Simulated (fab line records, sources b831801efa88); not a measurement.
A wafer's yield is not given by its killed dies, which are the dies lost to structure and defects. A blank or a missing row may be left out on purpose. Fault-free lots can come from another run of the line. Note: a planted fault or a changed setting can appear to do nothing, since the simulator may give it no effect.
fab line records + flow sky130
[record]
- lots = 6
- wafers = 18
- last-day = 50
route steps=708 shown METAL3@556 PAD_OPEN@708
lots with no fault: from the same line, run without faults
start-h: hours from the record's first day to the start of the lot's first wafer shown + wait-h: hours from the lot's prior step to this one + " same as the row above + L1.1+2: several wafers, shown together as one row + - value missing, or start not given + * or withheld: withheld + < > ~ a bound
route shown NAME@n: a module of which the file shows steps, and the number in the route of the first + usual: the fault-free wafers' mean and standard deviation + same: alike in all rows + chamber/n: place in a boat + sites: the reading at each site + _std_site: the standard deviation of these + _edge_site: inner sites' mean taken away from outer sites' mean + radius-mm: how far each site lies from the wafer's centre + mask NAME#n: copy n + behind: the most recent tool/chamber to have shaped the wafer + hold: what put the lot on hold/how long, in hours/how the hold closed + device: which transistor (n, p or np) failed to switch + end of line: tests run on the same wafers once the route is complete + step lacking rows: just its recipe + killed: not the wafer's yield, but the dies lost to structure and defects at the first sort + map: dies across one wafer; x = killed, . = not, _ = none there
set.NAME: the setting the step ran with; set.NAME@STEP: the setting that earlier step ran with + model.NAME: the simulator's own value behind a step, which no gauge read
certain route steps with their lots: each step a table, each wafer a row
services: the hour from which a tool's chamber was out of use, counted from the record's first day as start-h (under 0 if before that day), plus the number of hours and why
[[steps]]
[step SKY_METAL3_HMDS_06]
[recipe]
- prime-time-s = 60
- prime-temp-c = 120
[step SKY_METAL3_COAT_07]
[recipe]
- resist = BARC
- temp-c = withheld
- time-s = withheld
- spin-rpm = 3000
- resist-thk-nm = 60
[step SKY_METAL3_COAT_08]
[recipe]
- resist = KrF-thick
- spin-rpm = 3000
- resist-thk-nm = 1124
[step SKY_METAL3_SOFTBAKE_09]
[recipe]
- temp-c = 100
- time-s = 90
- resist = KrF-thick
[step SKY_METAL3_EXPOSE_10]
[recipe]
- mask-id = MM3
- na = 0.68
- source-shape = annular
- sigma-inner = 0.4
- sigma-outer = 0.8
- target-cd-nm = 300
- dose-mj = 28
[step SKY_METAL3_PEB_11]
[recipe]
- peb-temp-c = withheld
- peb-time-s = withheld
- resist = KrF-thick
[step SKY_METAL3_DEVELOP_12]
[recipe]
- develop-time-s = 60
- resist = KrF-thick
- dev-temp-c = 21
[step SKY_METAL3_CD_MEAS_13]
[recipe]
- target-cd-nm = 300
[usual]
- cd-nm = 300.0/1.1
| lot.wafer | tool      | chamber | start-h | wait-h | cd-nm |
|-----------|-----------|---------|---------|--------|-------|
| L363.1    | cd-sem-01 | -       | 930.97  | -      | 300.2 |
| L363.5    | "         | -       | "       | "      | 299.4 |
| L363.6    | "         | -       | "       | "      | 299.2 |
| L371.1    | cd-sem-02 | -       | 977.07  | -      | 298.6 |
| L371.4    | "         | -       | "       | "      | 298.5 |
| L371.5    | "         | -       | "       | "      | 299.5 |
| L374.2    | cd-sem-01 | -       | 997.79  | -      | 299.0 |
| L374.3    | "         | -       | "       | "      | 298.6 |
| L374.5    | "         | -       | "       | "      | 299.6 |
| L379.2    | cd-sem-01 | -       | 1034.24 | -      | 299.8 |
| L379.3    | "         | -       | "       | "      | 300.0 |
| L379.6    | "         | -       | "       | "      | 299.4 |
| L381.1    | cd-sem-01 | -       | 1045.02 | -      | 301.1 |
| L381.4    | "         | -       | "       | "      | 300.1 |
| L381.6    | "         | -       | "       | "      | 300.1 |
| L382.2    | cd-sem-02 | -       | 1046.54 | -      | 299.6 |
| L382.4    | "         | -       | "       | "      | 300.9 |
| L382.6    | "         | -       | "       | "      | 299.4 |
[step SKY_METAL3_OVL_MEAS_14]
[usual]
- METAL3_OVL = -7/5.4
| lot.wafer | tool       | chamber | start-h | wait-h | METAL3_OVL[nm] |
|-----------|------------|---------|---------|--------|----------------|
| L363.1    | overlay-01 | -       | 931.09  | 0.1    | -6             |
| L363.5    | "          | -       | "       | "      | -7             |
| L363.6    | "          | -       | "       | "      | 1              |
| L371.1    | overlay-02 | -       | 977.19  | 0.1    | 2              |
| L371.4    | "          | -       | "       | "      | -2             |
| L371.5    | "          | -       | "       | "      | -6             |
| L374.2    | overlay-01 | -       | 997.89  | 0.1    | -4             |
| L374.3    | "          | -       | "       | "      | -2             |
| L374.5    | "          | -       | "       | "      | 5              |
| L379.2    | overlay-02 | -       | 1034.34 | 0.1    | -13            |
| L379.3    | "          | -       | "       | "      | -1             |
| L379.6    | "          | -       | "       | "      | -16            |
| L381.1    | overlay-02 | -       | 1045.14 | 0.1    | -4             |
| L381.4    | "          | -       | "       | "      | -10            |
| L381.6    | "          | -       | "       | "      | -13            |
| L382.2    | overlay-01 | -       | 1046.64 | 0.1    | -12            |
| L382.4    | "          | -       | "       | "      | -15            |
| L382.6    | "          | -       | "       | "      | -11            |
[step SKY_METAL3_DESCUM_15]
[recipe]
- chemistry = O2
- source-power-w = 150
- bias-power-w = 0
- pressure-mtorr = 10
- temp-c = 40
- time-s = 8
[usual]
- drypump-motor-current-A = 5.43/0.3
- oes-product-au = 1.005/0.011
| lot.wafer | tool         | chamber | start-h | wait-h | drypump-motor-current-A | oes-product-au | rf-hours-counter-h |
|-----------|--------------|---------|---------|--------|-------------------------|----------------|--------------------|
| L363.1    | rie-metal-01 | 1       | 931.13  | 0.0    | 5.63                    | 1.006          | 10                 |
| L363.5    | "            | 0       | "       | "      | 5.45                    | 1.008          | -                  |
| L363.6    | "            | 1       | "       | "      | 5.62                    | 1.012          | -                  |
| L371.1    | rie-metal-03 | 1       | 977.22  | 0.0    | 5.88                    | 1.005          | 19                 |
| L371.4    | "            | 0       | "       | "      | 5.31                    | 1.010          | -                  |
| L371.5    | "            | 0       | "       | "      | 5.31                    | 1.011          | -                  |
| L374.2    | rie-metal-01 | 0       | 997.92  | 0.0    | 5.44                    | 1.009          | 19                 |
| L374.3    | "            | 0       | "       | "      | 5.43                    | 1.024          | -                  |
| L374.5    | "            | 1       | "       | "      | 5.63                    | 1.011          | -                  |
| L379.2    | rie-metal-03 | 1       | 1034.37 | 0.0    | 5.89                    | 0.992          | 22                 |
| L379.3    | "            | 0       | "       | "      | 5.33                    | 1.005          | -                  |
| L379.6    | "            | 0       | "       | "      | 5.35                    | 1.011          | -                  |
| L381.1    | rie-metal-01 | 1       | 1045.17 | 0.0    | 5.62                    | 1.022          | 16                 |
| L381.4    | "            | 1       | "       | "      | 5.60                    | 1.012          | -                  |
| L381.6    | "            | 1       | "       | "      | 5.61                    | 1.009          | -                  |
| L382.2    | rie-metal-02 | 1       | 1046.67 | 0.0    | 4.83                    | 1.000          | 21                 |
| L382.4    | "            | 0       | "       | "      | 5.22                    | 0.983          | -                  |
| L382.6    | "            | 1       | "       | "      | 4.80                    | 1.006          | -                  |
[step SKY_METAL3_ETCH_16]
[recipe]
- chemistry = N2/H2
- target = BARC
- ion-energy-ev = 200
- bias-w = 100
- pressure-mtorr = 30
- n2-flow-sccm = 100
- h2-flow-sccm = 200
- icp-w = 500
- stop-on = SiO2
- time-s = 88.2
- target-depth-a = 600
[usual]
- drypump-motor-current-A = 5.44/0.3
- oes-product-au = 0.626/0.0047
- throttle-valve-pct = 13.204/0.0081
| lot.wafer | tool         | chamber | start-h | wait-h | drypump-motor-current-A | oes-product-au | rf-hours-counter-h | throttle-valve-pct |
|-----------|--------------|---------|---------|--------|-------------------------|----------------|--------------------|--------------------|
| L363.1    | rie-metal-01 | 1       | 931.16  | 0.0    | 5.63                    | 0.624          | 10                 | 13.205             |
| L363.5    | "            | 0       | "       | "      | 5.45                    | 0.630          | -                  | 13.205             |
| L363.6    | "            | 1       | "       | "      | 5.63                    | 0.629          | -                  | 13.208             |
| L371.1    | rie-metal-03 | 1       | 977.25  | 0.0    | 5.92                    | 0.622          | 19                 | 13.204             |
| L371.4    | "            | 0       | "       | "      | 5.33                    | 0.628          | -                  | 13.201             |
| L371.5    | "            | 0       | "       | "      | 5.33                    | 0.624          | -                  | 13.213             |
| L374.2    | rie-metal-01 | 0       | 997.95  | 0.0    | 5.43                    | 0.632          | 19                 | 13.219             |
| L374.3    | "            | 0       | "       | "      | 5.47                    | 0.629          | -                  | 13.212             |
| L374.5    | "            | 1       | "       | "      | 5.64                    | 0.629          | -                  | 13.211             |
| L379.2    | rie-metal-03 | 1       | 1034.40 | 0.0    | 5.91                    | 0.626          | 22                 | 13.206             |
| L379.3    | "            | 0       | "       | "      | 5.31                    | 0.629          | -                  | 13.200             |
| L379.6    | "            | 0       | "       | "      | 5.31                    | 0.625          | -                  | 13.204             |
| L381.1    | rie-metal-01 | 1       | 1045.24 | 0.1    | 5.64                    | 0.627          | 16                 | 13.193             |
| L381.4    | "            | 1       | "       | "      | 5.63                    | 0.625          | -                  | 13.210             |
| L381.6    | "            | 1       | "       | "      | 5.63                    | 0.623          | -                  | 13.216             |
| L382.2    | rie-metal-02 | 1       | 1046.70 | 0.0    | 4.82                    | 0.630          | 21                 | 13.204             |
| L382.4    | "            | 0       | "       | "      | 5.24                    | 0.630          | -                  | 13.191             |
| L382.6    | "            | 1       | "       | "      | 4.82                    | 0.629          | -                  | 13.217             |
[step SKY_METAL3_ETCH_17]
[recipe]
- target = SiO2
- stop-on = TiN
- chemistry = C4F8/O2/Ar
- source-w = 1500
- bias-w = 1200
- pressure-mtorr = 40
- c4f8-flow-sccm = withheld
- O2_flow_sccm = 6
- Ar_flow_sccm = 300
- time-s = 3.9
- target-depth-a = 150
[usual]
- oes-product-au = 0.753/0.0077
| lot.wafer | tool        | chamber | start-h | wait-h | oes-product-au |
|-----------|-------------|---------|---------|--------|----------------|
| L363.1    | rie-diel-03 | 3       | 931.26  | 0.1    | 0.745          |
| L363.5    | "           | 1       | "       | "      | 0.760          |
| L363.6    | "           | 0       | "       | "      | 0.758          |
| L371.1    | rie-diel-03 | 0       | 977.35  | 0.1    | 0.755          |
| L371.4    | "           | 2       | "       | "      | 0.761          |
| L371.5    | "           | 3       | "       | "      | 0.756          |
| L374.2    | rie-diel-01 | 0       | 998.05  | 0.1    | 0.747          |
| L374.3    | "           | 1       | "       | "      | 0.740          |
| L374.5    | "           | 2       | "       | "      | 0.754          |
| L379.2    | rie-diel-01 | 2       | 1034.50 | 0.1    | 0.751          |
| L379.3    | "           | 1       | "       | "      | 0.744          |
| L379.6    | "           | 2       | "       | "      | 0.743          |
| L381.1    | rie-diel-01 | 0       | 1045.43 | 0.2    | 0.750          |
| L381.4    | "           | 1       | "       | "      | 0.744          |
| L381.6    | "           | 2       | "       | "      | 0.765          |
| L382.2    | rie-diel-01 | 2       | 1046.80 | 0.1    | 0.753          |
| L382.4    | "           | 0       | "       | "      | 0.761          |
| L382.6    | "           | 0       | "       | "      | 0.764          |
[step SKY_METAL3_METAL_ETCH_18]
[recipe]
- target-depth-a = 8450
- stop-on = SiO2
- over-etch-frac = 0.3
- time-s = 183.1
- chemistry = Cl2/BCl3
- resist-sidewall-deg = 88
- pressure-mtorr = 10
- icp-w = 900
- bias-w = 48.5
- Cl2_flow_sccm = 60
- bcl3-flow-sccm = 30
[usual]
- drypump-motor-current-A = 5.3/0.37
- mfc-cl2-sccm = 59.98/0.18
- oes-product-au = 0.867/0.0061
- over-etch-frac = 0.3/0
- throttle-valve-pct = 22.265/0.0086
| lot.wafer | tool         | chamber | start-h | wait-h | drypump-motor-current-A | mfc-cl2-sccm | oes-product-au | over-etch-frac | rf-hours-counter-h | throttle-valve-pct | model.KrF-thick_of_METAL3_COAT_08.thk-nm |
|-----------|--------------|---------|---------|--------|-------------------------|--------------|----------------|----------------|--------------------|--------------------|------------------------------------------|
| L363.1    | rie-metal-02 | 0       | 931.28  | 0.0    | 5.2                     | 60.02        | 0.866          | 0.3            | 3                  | 22.275             | 522.5                                    |
| L363.5    | "            | 1       | "       | "      | 4.8                     | 59.97        | 0.859          | 0.3            | -                  | 22.269             | 505.7                                    |
| L363.6    | "            | 0       | "       | "      | 5.2                     | 60.01        | 0.864          | 0.3            | -                  | 22.268             | 522.6                                    |
| L371.1    | rie-metal-02 | 1       | 977.37  | 0.0    | 4.8                     | 59.93        | 0.850          | 0.33779        | 16                 | 22.257             | 484.7                                    |
| L371.4    | "            | 1       | "       | "      | 4.8                     | 60.19        | 0.843          | 0.33779        | -                  | 22.251             | 480.9                                    |
| L371.5    | "            | 0       | "       | "      | 5.2                     | 60.15        | 0.860          | 0.3            | -                  | 22.274             | 508.2                                    |
| L374.2    | rie-metal-02 | 0       | 998.07  | 0.0    | 5.2                     | 60.24        | 0.859          | 0.3            | 7                  | 22.268             | 530.5                                    |
| L374.3    | "            | 0       | "       | "      | 5.2                     | 59.80        | 0.876          | 0.3            | -                  | 22.267             | 520.8                                    |
| L374.5    | "            | 1       | "       | "      | 4.8                     | 59.82        | 0.845          | 0.33779        | -                  | 22.267             | 498.8                                    |
| L379.2    | rie-metal-01 | 0       | 1034.52 | 0.0    | 5.4                     | 59.95        | 0.868          | 0.3            | 22                 | 22.264             | 499.6                                    |
| L379.3    | "            | 1       | "       | "      | 5.6                     | 59.79        | 0.871          | 0.3            | -                  | 22.260             | 505.8                                    |
| L379.6    | "            | 0       | "       | "      | 5.4                     | 60.18        | 0.863          | 0.3            | -                  | 22.251             | 506.1                                    |
| L381.1    | rie-metal-03 | 0       | 1045.45 | 0.0    | 5.3                     | 59.79        | 0.878          | 0.3            | 12                 | 22.262             | 500.3                                    |
| L381.4    | "            | 0       | "       | "      | 5.4                     | 60.00        | 0.872          | 0.3            | -                  | 22.262             | 504.3                                    |
| L381.6    | "            | 0       | "       | "      | 5.3                     | 59.74        | 0.862          | 0.3            | -                  | 22.260             | 508.4                                    |
| L382.2    | rie-metal-01 | 1       | 1046.88 | 0.1    | 5.6                     | 59.77        | 0.867          | 0.3            | -                  | 22.270             | 499.8                                    |
| L382.4    | "            | 1       | "       | "      | 5.6                     | 59.82        | 0.856          | 0.3            | -                  | 22.264             | 500                                      |
| L382.6    | "            | 1       | "       | "      | 5.6                     | 59.52        | 0.869          | 0.3            | -                  | 22.255             | 497.3                                    |
[step SKY_METAL3_STRIP_19]
[recipe]
- chemistry = O2/N2
- power-w = 1400
- pressure-mtorr = 1500
- platen-temp-c = withheld
- o2-flow-sccm = 3000
- n2-flow-sccm = 300
- overash-fraction = 0.5
[usual]
- drypump-motor-current-A = 5.6/0.49
- oes-product-au = 0.496/0.0058
- strip-time-to-endpoint-s = 6.38/0.093
| lot.wafer | tool            | chamber | start-h | wait-h | drypump-motor-current-A | oes-product-au | rf-hours-counter-h | strip-time-to-endpoint-s |
|-----------|-----------------|---------|---------|--------|-------------------------|----------------|--------------------|--------------------------|
| L363.1    | plasma-asher-01 | 0       | 931.46  | 0.1    | 6.3                     | 0.504          | 19                 | 6.48                     |
| L363.5    | "               | 0       | "       | "      | 6.4                     | 0.491          | -                  | 6.33                     |
| L363.6    | "               | 1       | "       | "      | 5.4                     | 0.505          | -                  | 6.49                     |
| L371.1    | plasma-asher-03 | 1       | 977.55  | 0.1    | 6.2                     | 0.488          | 86                 | 6.11                     |
| L371.4    | "               | 1       | "       | "      | 6.2                     | 0.494          | -                  | 6.07                     |
| L371.5    | "               | 1       | "       | "      | 6.2                     | 0.490          | -                  | 6.33                     |
| L374.2    | plasma-asher-01 | 0       | 998.25  | 0.1    | 6.3                     | 0.504          | 26                 | 6.59                     |
| L374.3    | "               | 0       | "       | "      | 6.3                     | 0.500          | -                  | 6.47                     |
| L374.5    | "               | 1       | "       | "      | 5.3                     | 0.488          | -                  | 6.26                     |
| L379.2    | plasma-asher-03 | 1       | 1034.70 | 0.1    | 6.2                     | 0.494          | 92                 | 6.26                     |
| L379.3    | "               | 0       | "       | "      | 6.1                     | 0.491          | -                  | 6.30                     |
| L379.6    | "               | 1       | "       | "      | 6.2                     | 0.490          | -                  | 6.33                     |
| L381.1    | plasma-asher-01 | 1       | 1045.81 | 0.3    | 5.3                     | 0.489          | 31                 | 6.27                     |
| L381.4    | "               | 0       | "       | "      | 6.3                     | 0.491          | -                  | 6.33                     |
| L381.6    | "               | 1       | "       | "      | 5.3                     | 0.499          | -                  | 6.34                     |
| L382.2    | plasma-asher-03 | 0       | 1047.18 | 0.2    | 6.1                     | 0.487          | 93                 | 6.27                     |
| L382.4    | "               | 1       | "       | "      | 6.2                     | 0.488          | -                  | 6.27                     |
| L382.6    | "               | 1       | "       | "      | 6.2                     | 0.490          | -                  | 6.22                     |
[step SKY_PAD_OPEN_PROBE_99]
[usual]
- defect-limited-yield = 82.5/1.9
- killed_at_M0_to_M3 = 43/7.2
- killed_at_M4_up = 3.3/2
- killed-at-contacts = 25/5.8
- killed-at-front-end = 15/4.5
- killed-at-other = 0.3/0.62
- killed-dies = 86/9.4
- killed-open = 47/7.1
- killed-short = 39/6
- sort_bin_3_pad_short = 0.9/0.4
- sort_bin_5_function = 10.4/1.4
- sort_bin_6_memory = 6.2/1.1
- sort_bin_8_speed = 0.7/1.4
- sort-n-pass = 402/11
- sort-yield-pct = 81.7/2.2
[same]
- gross-dies = 492
- killed-at-back-side = 0
- sort_bin_4_leakage[%] = 0
| lot.wafer | tool      | chamber | start-h | wait-h | defect-limited-yield[%] | killed_at_M0_to_M3 | killed_at_M4_up | killed-at-contacts | killed-at-front-end | killed-at-other | killed-dies | killed-open | killed-short | sort_bin_3_pad_short[%] | sort_bin_5_function[%] | sort_bin_6_memory[%] | sort_bin_8_speed[%] | sort-n-pass | sort-yield-pct[%] |
|-----------|-----------|---------|---------|--------|-------------------------|--------------------|-----------------|--------------------|---------------------|-----------------|-------------|-------------|--------------|-------------------------|------------------------|----------------------|---------------------|-------------|-------------------|
| L363.1    | prober-02 | -       | 1101.26 | 0.1    | 81.3                    | 47                 | 4               | 27                 | 12                  | 2               | 92          | 42          | 49           | 1.0                     | 10.0                   | 7.7                  | 0                   | 400         | 81.3              |
| L363.5    | prober-02 | -       | 1101.46 | 0.2    | 85.4                    | 37                 | 3               | 22                 | 9                   | 1               | 72          | 38          | 34           | 0.2                     | 10.2                   | 4.3                  | 0.2                 | 419         | 85.2              |
| L363.6    | prober-02 | -       | 1101.51 | 0.2    | 79.5                    | 44                 | 7               | 32                 | 18                  | 0               | 101         | 59          | 41           | 0.6                     | 11.6                   | 8.3                  | 0                   | 391         | 79.5              |
// killed by level:class
L363.1 VIA1:geometric-particle:short=8 CONTACT:geometric-particle:open=8 VIA1:geometric-particle:open=8 METAL1:geometric-particle:short=7 CONTACT:geometric-particle:short=6 VIA3:geometric-particle:short=5 LI_CONTACT:geometric-particle:short=5 LI_CONTACT:geometric-particle:open=5
L363.5 VIA1:geometric-particle:open=9 CONTACT:geometric-particle:short=8 CONTACT:geometric-particle:open=7 VIA2:geometric-particle:open=6 LI_CONTACT:geometric-particle:open=5 METAL1:geometric-particle:short=5 POLY_GATE:geometric-particle:short=4 POLY_GATE:geometric-particle:open=3
L363.6 VIA1:geometric-particle:open=12 CONTACT:geometric-particle:open=11 CONTACT:geometric-particle:short=9 VIA2:geometric-particle:open=8 LI_CONTACT:geometric-particle:open=8 POLY_GATE:geometric-particle:short=5 POLY_GATE:geometric-particle:open=4 VIA3:geometric-particle:short=4
[[services]]
| tool            | chamber | start-h | hours | kind           |
|-----------------|---------|---------|-------|----------------|
| rie-metal-03    | 0       | 921.33  | 12.8  | repair         |
| rie-metal-02    | 1       | 921.34  | 1.1   | repair         |
| rie-diel-01     | 2       | 932.80  | 2.6   | repair         |
| rie-diel-03     | 2       | 939.01  | 9.2   | repair         |
| rie-metal-03    | 0       | 955.49  | 9.2   | repair         |
| rie-diel-01     | 2       | 976.88  | 6.3   | repair         |
| rie-diel-03     | -       | 979.98  | 15.6  | pm             |
| plasma-asher-03 | -       | 988.37  | 4.0   | repair         |
| plasma-asher-01 | -       | 991.52  | 1.2   | repair         |
| rie-metal-02    | 0       | 1008.87 | 22.0  | repair         |
| rie-diel-01     | -       | 1010.50 | 2.8   | pm             |
| rie-diel-03     | 2       | 1017.03 | 4.3   | repair         |
| rie-metal-01    | 0       | 1039.05 | -     | clean          |
| rie-metal-01    | 0       | 1039.05 | 16.4  | scheduled-down |
| rie-metal-01    | 0       | 1039.05 | 16.4  | vent-cycle     |
| rie-metal-03    | 1       | 1041.66 | -     | clean          |
| rie-metal-03    | 1       | 1041.66 | 14.1  | scheduled-down |
| rie-metal-03    | 1       | 1041.66 | 14.1  | vent-cycle     |
[[key]]
[first-sign]
- step = SKY_METAL3_METAL_ETCH_18
- reading = over-etch-frac
- direction = up
- sigmas = 99+
- usual = 0.3
- struck = 0.33779
[effect]
- step = SKY_METAL3_METAL_ETCH_18
- reading = oes-product-au
- direction = down
- sigmas = 3.3
- usual = 0.867
- struck = 0.846
[model-effect]
- step = SKY_METAL3_METAL_ETCH_18
- value = KrF-thick_of_METAL3_COAT_08.thk-nm
- without = 504.3
- struck = 488.1
met-at SKY_METAL3_METAL_ETCH_18
struck-wafers L371.1,L371.4,L374.5
onset-between 931.28 977.37
[fault]
- kind = process-parameter-drift
- tool = rie-metal-02
- chamber = 1
- onset-h = 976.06
- steps = SKY_METAL3_METAL_ETCH_18
- channel = over-etch-frac
- offset = 0.037795
- shape = step
- end-h = 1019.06
- acts-in = these-recipes-only
- stated = 0.3
